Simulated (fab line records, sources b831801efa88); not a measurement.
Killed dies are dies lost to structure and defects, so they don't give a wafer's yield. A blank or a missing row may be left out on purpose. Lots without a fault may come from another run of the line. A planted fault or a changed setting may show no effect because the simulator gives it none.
Which tool did it? | flow sky130 | 24 lots, 72 wafers sampled, at 4 steps of a route of 708

WHAT THE GAUGES READ, wafer by wafer
SKY_METAL3_OVL_MEAS_14.
lot  | measured     | on         | METAL3_OVL (nm)
L074 | day 37 20:52 | overlay-02 | -3 2 -1
L075 | day 38 03:40 | overlay-02 | 5 4 1
L076 | day 38 19:39 | overlay-01 | -3 -1 1
L077 | day 39 09:49 | overlay-02 | -3 3 -4
L078 | day 39 18:28 | overlay-01 | -1 2 5
L079 | day 39 18:46 | overlay-02 | 6 15 2
L080 | day 40 09:16 | overlay-02 | -2 -1 0
L081 | day 40 14:43 | overlay-01 | -12 -12 -12
L082 | day 40 20:42 | overlay-01 | 0 -5 -2
L083 | day 41 02:19 | overlay-02 | 1 -6 4
L084 | day 41 11:07 | overlay-01 | 1 -3 -1
L086 | day 41 15:13 | overlay-01 | -1 4 3
L085 | day 41 18:04 | overlay-02 | 3 3 1
L087 | day 42 05:37 | overlay-02 | 8 2 7
L088 | day 42 07:16 | overlay-02 | -6 1 -1
L089 | day 42 17:22 | overlay-02 | -5 0 -5
L090 | day 43 03:13 | overlay-01 | -1 1 8
L091 | day 43 05:16 | overlay-01 | 9 1 5
L093 | day 45 00:23 | overlay-01 | 11 1 5
L094 | day 45 00:46 | overlay-02 | -1 -4 1
L092 | day 45 02:22 | overlay-02 | 9 5 6
L095 | day 45 02:34 | overlay-02 | 2 -1 -3
L096 | day 45 05:07 | overlay-02 | 8 5 7
L097 | day 45 06:35 | overlay-01 | -1 1 2

WHICH TOOL RAN EACH LOT (tool, then ch and the chambers of the sampled wafers, then the start)
lot  | SKY_VIA1_SPUTTER_20          | SKY_METAL2_SPUTTER_01        | SKY_METAL2_METAL_ETCH_19
L074 | pvd_sputter-01, day 33 08:37 | pvd_sputter-02, day 33 09:16 | rie_metal-01 ch 0,1, day 34 12:14
L075 | pvd_sputter-01, day 33 16:14 | pvd_sputter-03, day 33 16:53 | rie_metal-02 ch 0,1, day 34 18:15
L076 | pvd_sputter-04, day 34 08:30 | pvd_sputter-02, day 34 09:10 | rie_metal-01 ch 0,1, day 35 11:11
L077 | pvd_sputter-02, day 34 21:16 | pvd_sputter-01, day 34 21:56 | rie_metal-02 ch 0,1, day 36 00:17
L078 | pvd_sputter-02, day 35 06:23 | pvd_sputter-03, day 35 07:02 | rie_metal-03 ch 0, day 36 09:50
L079 | pvd_sputter-01, day 35 08:12 | pvd_sputter-02, day 35 08:52 | rie_metal-01 ch 0,1, day 36 11:08
L080 | pvd_sputter-02, day 35 23:08 | pvd_sputter-02, day 35 23:47 | rie_metal-01 ch 0,1, day 37 02:41
L081 | pvd_sputter-04, day 36 06:14 | pvd_sputter-01, day 36 06:53 | rie_metal-03 ch 1, day 37 09:17
L082 | pvd_sputter-02, day 36 09:59 | pvd_sputter-03, day 36 10:38 | rie_metal-01 ch 0,1, day 37 13:48
L083 | pvd_sputter-01, day 36 17:05 | pvd_sputter-01, day 36 17:59 | rie_metal-01 ch 0,1, day 37 20:17
L084 | pvd_sputter-01, day 37 03:29 | pvd_sputter-01, day 37 04:11 | rie_metal-03 ch 0,1, day 38 06:35
L086 | pvd_sputter-04, day 37 08:31 | pvd_sputter-01, day 37 09:10 | rie_metal-03 ch 0,1, day 38 11:00
L085 | pvd_sputter-02, day 37 10:13 | pvd_sputter-03, day 37 10:53 | rie_metal-01 ch 0,1, day 38 12:41
L087 | pvd_sputter-04, day 38 00:01 | pvd_sputter-03, day 38 00:40 | rie_metal-01 ch 0,1, day 39 01:39
L088 | pvd_sputter-02, day 38 01:16 | pvd_sputter-03, day 38 01:56 | rie_metal-02 ch 0,1, day 39 03:31
L089 | pvd_sputter-02, day 38 12:02 | pvd_sputter-03, day 38 12:41 | rie_metal-03 ch 0,1, day 39 14:20
L090 | pvd_sputter-04, day 38 22:53 | pvd_sputter-01, day 38 23:32 | rie_metal-01 ch 0,1, day 40 00:52
L091 | pvd_sputter-04, day 39 00:11 | pvd_sputter-03, day 39 01:17 | rie_metal-01 ch 0,1, day 40 02:43
L093 | pvd_sputter-02, day 40 23:59 | pvd_sputter-03, day 41 00:37 | rie_metal-01 ch 0,1, day 42 00:16
L094 | pvd_sputter-04, day 41 01:16 | pvd_sputter-01, day 41 01:55 | rie_metal-02 ch 0, day 42 01:26
L092 | pvd_sputter-02, day 41 01:55 | pvd_sputter-03, day 41 02:35 | rie_metal-03 ch 0,1, day 42 01:51
L095 | pvd_sputter-04, day 41 02:14 | pvd_sputter-02, day 41 02:53 | rie_metal-01 ch 0,1, day 42 02:32
L096 | pvd_sputter-04, day 41 04:44 | pvd_sputter-01, day 41 05:24 | rie_metal-02 ch 0,1, day 42 05:04
L097 | pvd_sputter-01, day 41 09:11 | pvd_sputter-03, day 41 09:49 | rie_metal-03 ch 0,1, day 42 09:49
- SKY_VIA1_SPUTTER_20: material TiN, target thk 20 nm, time 80 s.
- SKY_METAL2_SPUTTER_01: material TiN, target thk 20 nm, time 17.19 s.
- SKY_METAL2_METAL_ETCH_19: etches the open film in Cl2/BCl3, stops on SiO2, target depth 360 nm, time 78 s.

WHAT THE TOOLS THEMSELVES READ (means of the sampled wafers that have a number; where no wafer has one, the mark that the record gives instead)
SKY_VIA1_SPUTTER_20.
lot  | tool           | cathode_dc_power_W (W) | throttle_valve_pct (%)
L074 | pvd_sputter-01 | 4001.1                 | 30.1
L075 | pvd_sputter-01 | 4000.8                 | 31.0
L076 | pvd_sputter-04 | 3999.2                 | 30.4
L077 | pvd_sputter-02 | 3999.8                 | 30.4
L078 | pvd_sputter-02 | 3999.3                 | 30.2
L079 | pvd_sputter-01 | 3999.8                 | 30.6
L080 | pvd_sputter-02 | 4000.1                 | 30.6
L081 | pvd_sputter-04 | 4000.2                 | 30.8
L082 | pvd_sputter-02 | 4000.3                 | 29.5
L083 | pvd_sputter-01 | 3999.9                 | 30.1
L084 | pvd_sputter-01 | 4000.4                 | 30.5
L086 | pvd_sputter-04 | 4000.3                 | 29.4
L085 | pvd_sputter-02 | 4000.2                 | 29.5
L087 | pvd_sputter-04 | 3999.5                 | 30.7
L088 | pvd_sputter-02 | 4000.2                 | 29.5
L089 | pvd_sputter-02 | 3999.3                 | 29.2
L090 | pvd_sputter-04 | 4000.4                 | 30.8
L091 | pvd_sputter-04 | 4000.1                 | 30.0
L093 | pvd_sputter-02 | 3999.7                 | 30.2
L094 | pvd_sputter-04 | 4000.4                 | 29.5
L092 | pvd_sputter-02 | 3999.3                 | 30.2
L095 | pvd_sputter-04 | 3999.7                 | 30.0
L096 | pvd_sputter-04 | 4000.5                 | 29.7
L097 | pvd_sputter-01 | 3999.9                 | 30.6

SKY_METAL2_SPUTTER_01.
lot  | tool           | cathode_dc_power_W (W) | throttle_valve_pct (%)
L074 | pvd_sputter-02 | 6499.4                 | 30.0
L075 | pvd_sputter-03 | 6500.7                 | 28.8
L076 | pvd_sputter-02 | 6499.1                 | 31.0
L077 | pvd_sputter-01 | 6500.1                 | 30.6
L078 | pvd_sputter-03 | 6500.0                 | 30.8
L079 | pvd_sputter-02 | 6500.5                 | 29.5
L080 | pvd_sputter-02 | 6499.4                 | 30.7
L081 | pvd_sputter-01 | 6500.5                 | 30.7
L082 | pvd_sputter-03 | 6499.3                 | 29.5
L083 | pvd_sputter-01 | 6500.3                 | 30.1
L084 | pvd_sputter-01 | 6499.1                 | 30.1
L086 | pvd_sputter-01 | 6499.8                 | 30.7
L085 | pvd_sputter-03 | 6499.9                 | 28.7
L087 | pvd_sputter-03 | 6499.9                 | 30.0
L088 | pvd_sputter-03 | 6499.2                 | 30.1
L089 | pvd_sputter-03 | 6499.7                 | 30.1
L090 | pvd_sputter-01 | 6500.0                 | 30.0
L091 | pvd_sputter-03 | 6499.7                 | 30.0
L093 | pvd_sputter-03 | 6501.9                 | 30.1
L094 | pvd_sputter-01 | 6499.6                 | 30.5
L092 | pvd_sputter-03 | 6498.8                 | 30.7
L095 | pvd_sputter-02 | 6500.1                 | 30.3
L096 | pvd_sputter-01 | 6499.6                 | 31.0
L097 | pvd_sputter-03 | 6501.3                 | 28.6

SKY_METAL2_METAL_ETCH_19.
lot  | tool         | drypump_motor_current_A (A) | mfc_cl2_sccm (sccm) | oes_product_au (a.u.) | throttle_valve_pct (%)
L074 | rie_metal-01 | 5.4                         | 60.24               | 0.851                 | 22.258
L075 | rie_metal-02 | 6.1                         | 60.11               | 0.851                 | 22.259
L076 | rie_metal-01 | 5.6                         | 60.11               | 0.851                 | 22.264
L077 | rie_metal-02 | 5.7                         | 60.02               | 0.853                 | 22.267
L078 | rie_metal-03 | 6.4                         | 60.01               | 0.855                 | 22.259
L079 | rie_metal-01 | 5.3                         | 60.24               | 0.854                 | 22.262
L080 | rie_metal-01 | 5.6                         | 60.10               | 0.856                 | 22.270
L081 | rie_metal-03 | 4.7                         | 60.12               | 0.851                 | 22.259
L082 | rie_metal-01 | 5.4                         | 59.92               | 0.856                 | 22.265
L083 | rie_metal-01 | 5.4                         | 59.94               | 0.854                 | 22.266
L084 | rie_metal-03 | 5.3                         | 60.26               | 0.855                 | 22.272
L086 | rie_metal-03 | 5.8                         | 59.99               | 0.854                 | 22.261
L085 | rie_metal-01 | 5.6                         | 59.88               | 0.859                 | 22.270
L087 | rie_metal-01 | 5.6                         | 59.85               | 0.857                 | 22.265
L088 | rie_metal-02 | 6.0                         | 60.07               | 0.849                 | 22.259
L089 | rie_metal-03 | 5.8                         | 60.01               | 0.852                 | 22.263
L090 | rie_metal-01 | 5.4                         | 60.06               | 0.857                 | 22.264
L091 | rie_metal-01 | 5.4                         | 60.06               | 0.850                 | 22.270
L093 | rie_metal-01 | 5.3                         | 59.91               | 0.860                 | 22.274
L094 | rie_metal-02 | 6.4                         | 60.09               | 0.853                 | 22.270
L092 | rie_metal-03 | 5.8                         | 59.91               | 0.850                 | 22.266
L095 | rie_metal-01 | 5.5                         | 59.91               | 0.856                 | 22.262
L096 | rie_metal-02 | 6.0                         | 60.14               | 0.852                 | 22.271
L097 | rie_metal-03 | 5.8                         | 59.97               | 0.854                 | 22.272

THE ANSWER, worked out from the rows above alone
Rule: what is usual is taken from the lots themselves. Put in order of their means at a reading, lots are off if they are a third of the lots or fewer, leave a main group of 4 or more, and stand apart from it by a gap of 3 or more times the standard deviation of the main group's means; of several such gaps the widest counts. A main group whose means are all the same, to the digits that the tables above print for the reading, isn't used. A lot without any number at a reading at which 4 lots or more have one is off too. The other lots that the step has rows for count as sound. The gauges are gone through in route order, then the tools' own readings, and for those a lot's mean is taken as printed above. The first step at which some lot is off is used, and at that step the reading that is off furthest; a lot without a number counts as furthest.
No lot is off at any reading shown: from this, nothing can be told.

WHAT THE SIMULATOR HAD PUT IN
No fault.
